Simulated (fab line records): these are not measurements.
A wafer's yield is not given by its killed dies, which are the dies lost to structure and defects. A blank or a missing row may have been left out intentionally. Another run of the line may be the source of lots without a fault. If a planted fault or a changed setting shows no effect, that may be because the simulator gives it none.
Matching of chambers / flow gf180mcu / cmp-01 running GF_STI_CMP_25: 4 sister chambers
The step polishes, stops on Si3N4, t overpolish 33 s, target thk 524.6 nm. 16 wafers are shown with their chamber, then 8 later ones without.

WAFERS WITH THEIR CHAMBER
wafer=L102.2; chamber=3; motor-current-A (A)=11.3; time-to-endpoint-s (s)=117; overpolish-run-s (s)=33.003
wafer=L102.4; chamber=1; motor-current-A (A)=13.9; time-to-endpoint-s (s)=116; overpolish-run-s (s)=33.009
wafer=L102.6; chamber=3; motor-current-A (A)=10.8; time-to-endpoint-s (s)=117; overpolish-run-s (s)=33.001
wafer=L103.1; chamber=3; motor-current-A (A)=11.2; time-to-endpoint-s (s)=118; overpolish-run-s (s)=33.004
wafer=L103.4; chamber=2; motor-current-A (A)=11.8; time-to-endpoint-s (s)=123; overpolish-run-s (s)=33.009
wafer=L103.6; chamber=1; motor-current-A (A)=13.3; time-to-endpoint-s (s)=120; overpolish-run-s (s)=33.005
wafer=L107.1; chamber=0; motor-current-A (A)=10.9; time-to-endpoint-s (s)=119; overpolish-run-s (s)=33.003
wafer=L107.3; chamber=3; motor-current-A (A)=11.3; time-to-endpoint-s (s)=117; overpolish-run-s (s)=33.002
wafer=L107.5; chamber=1; motor-current-A (A)=13.1; time-to-endpoint-s (s)=118; overpolish-run-s (s)=32.998
wafer=L112.2; chamber=3; motor-current-A (A)=10.7; time-to-endpoint-s (s)=118; overpolish-run-s (s)=33.009
wafer=L112.3; chamber=0; motor-current-A (A)=10.3; time-to-endpoint-s (s)=119; overpolish-run-s (s)=33.004
wafer=L112.4; chamber=2; motor-current-A (A)=11.4; time-to-endpoint-s (s)=122; overpolish-run-s (s)=33.001
wafer=L113.2; chamber=1; motor-current-A (A)=13.5; time-to-endpoint-s (s)=124; overpolish-run-s (s)=33.007
wafer=L113.5; chamber=2; motor-current-A (A)=11.6; time-to-endpoint-s (s)=125; overpolish-run-s (s)=33.001
wafer=L113.6; chamber=1; motor-current-A (A)=13.1; time-to-endpoint-s (s)=122; overpolish-run-s (s)=32.985
wafer=L116.3; chamber=3; motor-current-A (A)=12.0; time-to-endpoint-s (s)=119; overpolish-run-s (s)=32.991

SIGNATURES (averages over the wafers above)
reading=motor-current-A; chamber 0=10.600; chamber 1=13.380; chamber 2=11.600; chamber 3=11.217; scatter within a chamber=0.385
reading=time-to-endpoint-s; chamber 0=119.00; chamber 1=120.00; chamber 2=123.33; chamber 3=117.67; scatter within a chamber=2
reading=overpolish-run-s; chamber 0=33.00350; chamber 1=33.00080; chamber 2=33.00367; chamber 3=33.00167; scatter within a chamber=0.00707
Rule: for each reading, subtract the chamber's mean from the wafer's reading, divide by that reading's scatter and square the result; add these up over the readings and take the root, which gives the wafer's distance from the chamber. The wafer belongs to the nearest chamber; if the next one is less than 2 further off, it can't be placed. The scatter: the root of (the sum of the squares of (reading less its chamber's mean) over the shown wafers, divided by (wafers less chambers)).

WAFERS MISSING THEIR CHAMBER
wafer=L116.5; motor-current-A (A)=11.1; time-to-endpoint-s (s)=125; overpolish-run-s (s)=33.010
wafer=L116.6; motor-current-A (A)=13.2; time-to-endpoint-s (s)=125; overpolish-run-s (s)=32.996
wafer=L119.2; motor-current-A (A)=10.3; time-to-endpoint-s (s)=127; overpolish-run-s (s)=33.017
wafer=L119.3; motor-current-A (A)=10.9; time-to-endpoint-s (s)=122; overpolish-run-s (s)=32.990
wafer=L119.4; motor-current-A (A)=13.7; time-to-endpoint-s (s)=121; overpolish-run-s (s)=32.997
wafer=L120.1; motor-current-A (A)=11.5; time-to-endpoint-s (s)=124; overpolish-run-s (s)=32.992
wafer=L120.5; motor-current-A (A)=9.9; time-to-endpoint-s (s)=122; overpolish-run-s (s)=32.989
wafer=L120.6; motor-current-A (A)=13.4; time-to-endpoint-s (s)=121; overpolish-run-s (s)=32.995

CHAMBER TAKEN BY EACH
wafer=L116.5; from the rows above=can't be placed: 2 or 0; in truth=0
wafer=L116.6; from the rows above=can't be placed: 1 or 2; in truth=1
wafer=L119.2; from the rows above=can't be placed: 2 or 0 or 3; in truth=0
wafer=L119.3; from the rows above=can't be placed: 0 or 2 or 3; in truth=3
wafer=L119.4; from the rows above=1; in truth=1
wafer=L120.1; from the rows above=can't be placed: 2 or 3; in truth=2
wafer=L120.5; from the rows above=can't be placed: 0 or 3 or 2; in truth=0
wafer=L120.6; from the rows above=1; in truth=1
2 of 8 placed correctly. Not placeable from these rows: 6 (in 6, the candidates include the true chamber). Placed wrongly: 0.
